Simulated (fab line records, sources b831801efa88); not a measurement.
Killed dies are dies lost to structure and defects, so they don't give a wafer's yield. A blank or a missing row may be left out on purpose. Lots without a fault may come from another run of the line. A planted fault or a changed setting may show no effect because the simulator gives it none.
A struck lot beside a sound one | flow sky130 | 18 steps out of a route of 708
Sound: wafers L285.3, L285.4, L285.6. Struck: wafers L274.4, L274.5, L274.6. The cause comes at the end.
At each step with rows: each side's tool, then ch and its chambers, then its first start. Under that, the readings that differ: sound wafers | struck wafers | difference of the means | sigmas: that difference in standard deviations of wafers without a fault.
alike: readings whose means differ by less than 2 such deviations, and words and numbers that are the same on both sides. not compared: withheld readings, readings that some wafer has no value for, bounds like >300 that may hide the same value, and numbers for which the record gives no deviation and whose values overlap.
The two part at a step that has a row with sigmas, a row that says differs or no value, or rows on one side only. Numbers that don't overlap but have no deviation are shown without sigmas and don't part them. A reading that every wafer of one side lacks parts them only if that side has two wafers or more.

first, 5 steps without rows for these wafers: SKY_VT_ADJUST_LVTN_COAT_02 (resist thk 3000 nm); SKY_VT_ADJUST_LVTN_SOFTBAKE_03; SKY_VT_ADJUST_LVTN_EXPOSE_04 (exposes mask NWM COMPLEMENT LESS NATIVE, target cd 840 nm); SKY_VT_ADJUST_LVTN_PEB_05; SKY_VT_ADJUST_LVTN_DEVELOP_06 (develop time 60 s).
SKY_VT_ADJUST_LVTN_OVL_MEAS_07:
  sound on overlay-02, day 12 17:41; struck on overlay-02, day 9 13:47
  alike: VT_ADJUST_LVTN_OVL
then, 1 step without rows for these wafers: SKY_VT_ADJUST_LVTN_IMPLANT_08.
SKY_VT_ADJUST_LVTN_STRIP_09: strips in O2/N2.
  sound on plasma_asher-04 ch 0,1, day 12 17:53; struck on plasma_asher-01 ch 0,1, day 9 13:59
  alike: chamber_pressure_mTorr, drypump_motor_current_A, oes_product_au, strip_time_to_endpoint_s
  not compared: rf_hours_counter_h
SKY_VT_ADJUST_LVTN_TW_MEAS_10:
  sound on film_metro-04, day 12 17:58; struck on film_metro-01, day 9 14:05
  alike: VT_ADJUST_LVTN_TW
then, 3 steps without rows for these wafers: SKY_VT_ADJUST_LVTN_DEHYDRATE_11 (time 60 s); SKY_VT_ADJUST_LVTN_HMDS_12 (prime time 60 s); SKY_VT_ADJUST_LVTN_COAT_13 (resist thk 1140 nm).
SKY_VT_ADJUST_LVTN_SOFTBAKE_14: time 60 s.
  sound on litho_track-02 ch 0, day 13 05:40; struck on litho_track-04 ch 0, day 10 00:23
  reading          | sound             | struck               | difference | sigmas
  run_length_s (s) | 89.69 89.51 89.39 | 112.26 112.25 112.18 | +22.70     | +78
  not compared: model.NOVOLAK_of_VT_ADJUST_LVTN_COAT_13.thk_nm
then, 2 steps without rows for these wafers: SKY_VT_ADJUST_LVTN_EXPOSE_15 (exposes mask HVN STD DERIVED, target cd 600 nm); SKY_VT_ADJUST_LVTN_PEB_16.
SKY_VT_ADJUST_LVTN_DEVELOP_17: develop time 60 s.
  sound on litho_track-04 ch 0, day 13 18:31; struck on litho_track-03 ch 0, day 10 11:38
  not compared: model.NOVOLAK_of_VT_ADJUST_LVTN_COAT_13.thk_nm
SKY_VT_ADJUST_LVTN_OVL_MEAS_18:
  sound on overlay-01, day 13 18:39; struck on overlay-01, day 10 11:44
  alike: VT_ADJUST_LVTN_01_OVL
SKY_PAD_OPEN_PROBE_99:
  the record has rows for the sound wafers here (prober-02, day 50 13:20) and none for the struck ones

WHERE THEY PART
First at SKY_VT_ADJUST_LVTN_SOFTBAKE_14; last, within this record, at SKY_PAD_OPEN_PROBE_99.

WHY: what the simulator had put in
Process parameter drift: litho_track-04, from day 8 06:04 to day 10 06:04, at SKY_VT_ADJUST_LVTN_SOFTBAKE_14. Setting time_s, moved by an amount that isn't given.
